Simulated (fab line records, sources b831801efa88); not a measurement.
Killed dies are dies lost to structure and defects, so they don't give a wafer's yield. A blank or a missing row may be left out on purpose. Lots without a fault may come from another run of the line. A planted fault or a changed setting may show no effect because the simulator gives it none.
Problem report in the 8D (eight disciplines) form, filled by code | flow sky130 | the parts of the form that need people (team, actions taken, sign-off) are left out

1. THE PROBLEM
METAL2_OVL at SKY_METAL2_OVL_MEAS_16 reads a mean of 38 nm on 6 wafers of 2 lots; wafers without a fault read 0 nm with a standard deviation of 5.8. That is +6.6 standard deviations from the usual mean.
First seen on wafer L573.2, day 40 17:26, on overlay-01. The record holds 36 wafers of 12 lots with a number at this step. Rule for "out", or "out of limits": more than 4 standard deviations from the usual mean. The other wafers with a number count as sound.

2. WHAT IT IS AND WHAT IT IS NOT
question                    | is                     | is not
which readings at this step | METAL2_OVL             | -
which lots                  | L573, L574             | L555, L556, L559, L561, L563, L566, L568, L569, L570, L578
which wafers of those lots  | all that have a number | -
read on which gauges        | overlay-01             | overlay-02
when                        | from day 40 17:26      | up to then (27 sound wafers); but 3 sound wafers of L578 came after

3. SUSPECTS, AND WHAT RULES EACH OUT
Counting: a tool at a process step up to the reading stays a suspect if it ran every lot that is out and no sound lot after the first of them.
- the gauge at SKY_METAL2_OVL_MEAS_16: kept. All the wafers that are out were read on overlay-01, and no step on other tools shows them out.
- krf_scanner-02 at SKY_METAL2_EXPOSE_12 (exposes mask MM2, target cd 140 nm): kept. It ran every lot that is out, first L573 (day 40 05:41), and no sound lot after that; its last sound lot up to then is L568 (day 38 14:23).
Left after counting: krf_scanner-02 at SKY_METAL2_EXPOSE_12, overlay-01 at SKY_METAL2_OVL_MEAS_16.

4. THE CAUSE (what the simulator had put in)
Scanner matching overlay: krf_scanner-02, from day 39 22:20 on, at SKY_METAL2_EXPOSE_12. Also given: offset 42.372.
Counting left 2 suspects, and this tool is among them.

5. THE CHAIN OF EFFECTS, in route order
Each row: a reading whose mean over the struck wafers that have a number lies more than 3 standard deviations from the usual. Only readings for which the record gives a usual standard deviation are gone through. hours: the time from each lot's start at the first step in this table that gives one to its start at this step, as a median over the lots. sigmas: the change in usual standard deviations.
hours | step                   | reading    | usual | on struck wafers | change | sigmas
0     | SKY_METAL2_OVL_MEAS_16 | METAL2_OVL | 0 nm  | 38               | +38    | +6.6
Later measuring or inspecting steps at which every struck wafer that the step has a row for has a number for every such reading, and none has moved that far: SKY_VIA2_BOW_MEAS_03.

6. WHAT WOULD HAVE CAUGHT IT SOONER
In this record the first reading out of limits at a measuring or inspecting step was taken at day 40 17:26, 19 hours after the fault began at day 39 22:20.
Of the tool readings at SKY_METAL2_EXPOSE_12 for which the record gives a usual standard deviation, none was out on any struck wafer, so an alarm limit of 4 standard deviations on them would not have fired.
All the lots that are out (2) had begun SKY_METAL2_EXPOSE_12 on krf_scanner-02 by day 40 17:26. A hold on the tool at that time would have spared none of them.
